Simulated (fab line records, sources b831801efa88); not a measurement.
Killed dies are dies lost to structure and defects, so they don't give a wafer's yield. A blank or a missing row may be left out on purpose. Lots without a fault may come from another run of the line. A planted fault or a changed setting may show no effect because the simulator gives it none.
Split-lot experiment | flow sfq_line | 5 lots, 23 wafers read, on a route of 325 steps

THE SPLIT
At SFQ_TRILAYER_I2_CMP_CMP_064 (polishes SiO2), the setting leave_above_ref_nm was moved away from the recipe's 200 nm on 6 of the 23 wafers read, by +4.5% to +7.2%. The other wafers ran this setting at the recipe's value.

The file shows no step between the split and the reading.

THE READING
thk_nm, in nm, at SFQ_TRILAYER_I2_METRO_MEASURE_065. Fault-free wafers of this fab line usually give 200.5 nm, standard deviation 0.78 nm.

wafer  | tool, chamber at the split | leave_above_ref_nm as run, nm | against the recipe | thk_nm, nm | against lot-mates on the recipe
L074.1 | cmp-02, 2                  | 200                           | recipe             | 200.8      | -
L074.3 | cmp-02, 0                  | 200                           | recipe             | 199.5      | -
L074.4 | cmp-02, 3                  | 200                           | recipe             | 200.4      | -
L077.1 | cmp-01, 0                  | 200                           | recipe             | 200.2      | -
L077.2 | cmp-01, 2,3                | 200                           | recipe             | 201.0      | -
L077.3 | cmp-01, 2,3                | 200                           | recipe             | 200.9      | -
L077.5 | cmp-01, 1                  | 200                           | recipe             | 201.5      | -
L077.6 | cmp-01, 2                  | 200                           | recipe             | 201.2      | -
L079.1 | cmp-01, 2                  | 209.1                         | +4.5%              | 209.0      | +9.9
L079.2 | cmp-01, 0                  | 209.1                         | +4.5%              | 208.8      | +9.7
L079.4 | cmp-01, 3                  | 209.1                         | +4.5%              | 209.1      | +10.0
L079.5 | cmp-01, 1                  | 200                           | recipe             | 199.7      | -
L079.6 | cmp-01, 2                  | 200                           | recipe             | 198.6      | -
L080.1 | cmp-02, 2                  | 214.3                         | +7.2%              | 214.7      | +14.4
L080.2 | cmp-02, 3                  | 200                           | recipe             | 200.5      | -
L080.4 | cmp-02, 1                  | 214.3                         | +7.2%              | 215.0      | +14.7
L080.5 | cmp-02, 3                  | 214.3                         | +7.2%              | 214.2      | +13.9
L080.6 | cmp-02, 0                  | 200                           | recipe             | 200.1      | -
L083.1 | cmp-01, 1                  | 200                           | recipe             | 200.0      | -
L083.2 | cmp-01, 2,0                | 200                           | recipe             | 200.8      | -
L083.3 | cmp-01, 2,0                | 200                           | recipe             | 201.0      | -
L083.4 | cmp-01, 3                  | 200                           | recipe             | 200.6      | -
L083.6 | cmp-01, 2                  | 200                           | recipe             | 200.4      | -
Where a row lists several chambers, the file gives one row for several wafers and doesn't say which wafer went through which chamber.

THE FIT
A straight line over all 23 wafers: thk_nm changes by +1.96 nm for each +1% of leave_above_ref_nm; r = +0.99; the points scatter about the line by 0.65 nm.
The same after taking each lot's own level away (the mean of its wafers on the recipe; 23 wafers): +2.04 nm for each +1%; r = +1.00; scatter 0.46 nm.
On that fit, the largest move of leave_above_ref_nm shifts the reading by 15 nm.
The lots' own levels span 199.15 to 200.96 nm, that is 2.3 times the standard deviation above.
So the lot-to-lot level changes the slope little: the two slopes agree.
Check: with one of the wafers moved furthest among these (+7.2%) left out of the fit, the line predicts +14.7 nm for it against its lot-mates. It came out at +14.4 nm against them.

OTHER SPLITS ON THESE WAFERS
These wafers also went through other splits before the reading. Each is held against what the fit with the lots' levels taken away leaves over:
other split on the same wafers                  | wafers away from the commonest value | r with thk_nm (lot level and that fit taken away)
SFQ_TRILAYER_INCOMING_OXIDATION_002 temp_c      | 18                                   | +0.34
SFQ_TRILAYER_L0_LITHO_COAT_010 resist_thk_nm    | 10                                   | +0.12
SFQ_TRILAYER_L0_BARC_OPEN_METAL_ETCH_010 time_s | 3                                    | +0.26
SFQ_TRILAYER_M0_LITHO_EXPOSE_022 dose_mj        | 11                                   | -0.13
SFQ_TRILAYER_M0_LITHO_PEB_024 peb_time_s        | 6                                    | +0.15
SFQ_TRILAYER_I0_VIA_LITHO_PEB_034 peb_temp_c    | 4                                    | -0.30
SFQ_TRILAYER_M1_ETCH_METAL_ETCH_042 time_s      | 5                                    | +0.00
SFQ_TRILAYER_I1_VIA_LITHO_EXPOSE_050 dose_mj    | 6                                    | +0.22
SFQ_TRILAYER_I1_VIA_ETCH_VIA_ETCH_052 bias_w    | 12                                   | -0.13

THE WHOLE CHAIN: every reading that the file lists as answering this split, in the file's order
step                              | what it does  | reading                                                                                   | change (the file's fit)              | r (the file's)
SFQ_TRILAYER_I2_CMP_CMP_064       | polishes SiO2 | SiO2_of_TRILAYER_I2_DEP_PECVD_063.thk_nm (the simulator's own value, which no gauge read) | +2.05 nm for each +1% of the setting | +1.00
SFQ_TRILAYER_I2_METRO_MEASURE_065 |               | thk_nm                                                                                    | +2.05 nm for each +1% of the setting | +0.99

THE FILE'S OWN FIT
thk_nm changes by +2.05 nm for each +1% of leave_above_ref_nm, r = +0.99.
